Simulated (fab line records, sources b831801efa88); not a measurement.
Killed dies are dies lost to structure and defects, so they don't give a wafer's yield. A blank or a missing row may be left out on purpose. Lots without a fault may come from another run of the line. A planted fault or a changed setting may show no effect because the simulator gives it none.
Chamber matching | flow gf180mcu | GF_PASSIVATION_ETCH_11 on rie_diel-04: 4 sister chambers
The step etches the open film in CF4/O2, stops on TiN, target depth 2040 nm, time 453.3 s. 18 wafers are shown with their chamber, then 9 later ones without.

WAFERS WITH THEIR CHAMBER
wafer  | chamber | drypump_motor_current_A (A) | oes_product_au (a.u.) | cf4_flow_sccm (sccm)
L075.1 | 2       | 5.8                         | 0.995                 | 79.85
L075.2 | 1       | 6.5                         | 0.985                 | 79.56
L075.3 | 3       | 5.4                         | 0.988                 | 80.17
L079.1 | 0       | 6.7                         | 1.004                 | 79.86
L079.3 | 3       | 5.4                         | 0.988                 | 80.24
L079.5 | 2       | 5.8                         | 0.997                 | 79.79
L080.2 | 0       | 6.7                         | 0.993                 | 80.39
L080.4 | 0       | 6.7                         | 0.989                 | 80.69
L080.5 | 3       | 5.4                         | 0.985                 | 80.18
L081.1 | 0       | 6.6                         | 1.003                 | 79.98
L081.2 | 3       | 5.4                         | 0.989                 | 80.19
L081.6 | 1       | 6.5                         | 0.986                 | 79.85
L084.2 | 2       | 5.8                         | 0.993                 | 79.82
L084.4 | 1       | 6.5                         | 0.983                 | 79.81
L084.6 | 0       | 6.6                         | 1.006                 | 80.02
L089.1 | 1       | 6.6                         | 0.985                 | 79.70
L089.2 | 2       | 5.8                         | 1.000                 | 80.17
L089.5 | 0       | 6.7                         | 0.994                 | 79.80

SIGNATURES (means of the wafers above)
reading                 | chamber 0 | chamber 1 | chamber 2 | chamber 3 | scatter within a chamber
drypump_motor_current_A | 6.667     | 6.525     | 5.800     | 5.400     | 0.0386
oes_product_au          | 0.99817   | 0.98475   | 0.99625   | 0.98750   | 0.00453
cf4_flow_sccm           | 80.1233   | 79.7300   | 79.9075   | 80.1950   | 0.231
Rule: a wafer's distance from a chamber is the root of the sum, over the readings, of the square of ((its reading less the chamber's mean) divided by the reading's scatter). The wafer belongs to the nearest chamber; if the next one is less than 2 further off, it can't be placed. The scatter: the root of (the sum of the squares of (reading less its chamber's mean) over the shown wafers, divided by (wafers less chambers)).

WAFERS WITHOUT THEIR CHAMBER
wafer  | drypump_motor_current_A (A) | oes_product_au (a.u.) | cf4_flow_sccm (sccm)
L090.3 | 5.4                         | 0.980                 | 79.97
L090.5 | 6.6                         | 0.990                 | 79.73
L090.6 | 6.5                         | 0.982                 | 80.01
L093.1 | 5.4                         | 0.980                 | 79.74
L093.3 | 5.8                         | 0.991                 | 80.01
L093.5 | 6.6                         | 0.993                 | 80.19
L097.1 | 6.5                         | 0.976                 | 79.80
L097.3 | 5.8                         | 0.989                 | 80.71
L097.4 | 5.4                         | 0.987                 | 79.98

WHICH CHAMBER EACH WENT THROUGH
wafer  | from the rows above     | in truth
L090.3 | 3                       | 3
L090.5 | can't be placed: 1 or 0 | 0
L090.6 | 1                       | 1
L093.1 | 3                       | 3
L093.3 | 2                       | 2
L093.5 | can't be placed: 0 or 1 | 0
L097.1 | 1                       | 1
L097.3 | 2                       | 2
L097.4 | 3                       | 3
Placed correctly: 7 of 9. Can't be placed from these rows: 2 (the true chamber is among the candidates in 2). Placed wrongly: 0.
